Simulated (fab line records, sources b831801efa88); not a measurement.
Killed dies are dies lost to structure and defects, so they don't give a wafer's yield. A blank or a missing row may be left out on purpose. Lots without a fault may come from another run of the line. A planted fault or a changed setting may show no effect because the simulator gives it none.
One fault seen from 2 desks | flow sky130 | each desk has only its own numbers; what lay behind them comes last

THE METROLOGY DESK
What the gauges read, lot by lot, whatever tool the lot ran on: means of the sampled wafers that have a number. A lot is out of limits, marked OUT, if its mean lies more than 4 standard deviations from the usual mean; the brackets give that distance.
Columns: A = cd_nm at SKY_LDD_P_CD_MEAS_07, usual 379.9 nm; B = cd_nm at SKY_SD_P_CD_MEAS_07, usual 380.6 nm
lot  | first seen here | A     | B
L951 | day 20 01:08    | 379.0 | 380.5
L952 | day 20 01:11    | 377.5 | 381.1
L953 | day 20 02:58    | 380.7 | 384.3
L954 | day 20 14:57    | 378.0 | 383.3
L955 | day 21 05:13    | 382.4 | 377.2
L957 | day 22 05:03    | 380.7 | 378.9
L958 | day 22 12:32    | 380.5 | 376.3
L960 | day 22 23:21    | 382.7 | 380.3
L966 | day 24 23:01    | 381.8 | -
L967 | day 25 08:13    | 381.3 | -
L971 | day 26 13:48    | 377.2 | 383.5
L972 | day 26 20:58    | 376.9 | 378.6
L973 | day 27 06:55    | 383.6 | 381.5
This desk's finding: nothing out of limits on any of the 13 lots.

THE TOOL OWNER'S DESK: plasma_asher-01
The tool's own readings at SKY_POLY_CUT_STRIP_12 (strips in O2/N2): means of the sampled wafers that have a number, for each lot that ran on this tool. A lot is out of limits, marked OUT, if its mean lies more than 4 standard deviations from the usual mean; the brackets give that distance.
Columns: A = chamber_pressure_mTorr at SKY_POLY_CUT_STRIP_12, usual 1500.0 mTorr; B = drypump_motor_current_A at SKY_POLY_CUT_STRIP_12, usual 5.8 A; C = oes_product_au at SKY_POLY_CUT_STRIP_12, usual 0.453 a.u.; D = strip_time_to_endpoint_s at SKY_POLY_CUT_STRIP_12, usual 5.355 s
lot  | first seen here | A      | B   | C     | D
L951 | day 25 04:20    | 1499.3 | 6.1 | 0.449 | 5.361
L952 | day 25 07:19    | 1500.3 | 6.1 | 0.456 | 5.355
L958 | day 27 14:02    | 1500.4 | 6.1 | 0.450 | 5.358
L960 | day 28 03:16    | 1499.7 | 6.1 | 0.449 | 5.380
L971 | day 32 02:29    | 1500.2 | 6.0 | 0.452 | 5.363
L973 | day 32 03:02    | 1501.2 | 6.0 | 0.456 | 5.370
This desk's finding: nothing out of limits on any of the 6 lots.

PUT TOGETHER
The metrology desk saw nothing out of limits.
The tool owner's desk saw nothing out of limits.

WHAT THE SIMULATOR HAD PUT IN
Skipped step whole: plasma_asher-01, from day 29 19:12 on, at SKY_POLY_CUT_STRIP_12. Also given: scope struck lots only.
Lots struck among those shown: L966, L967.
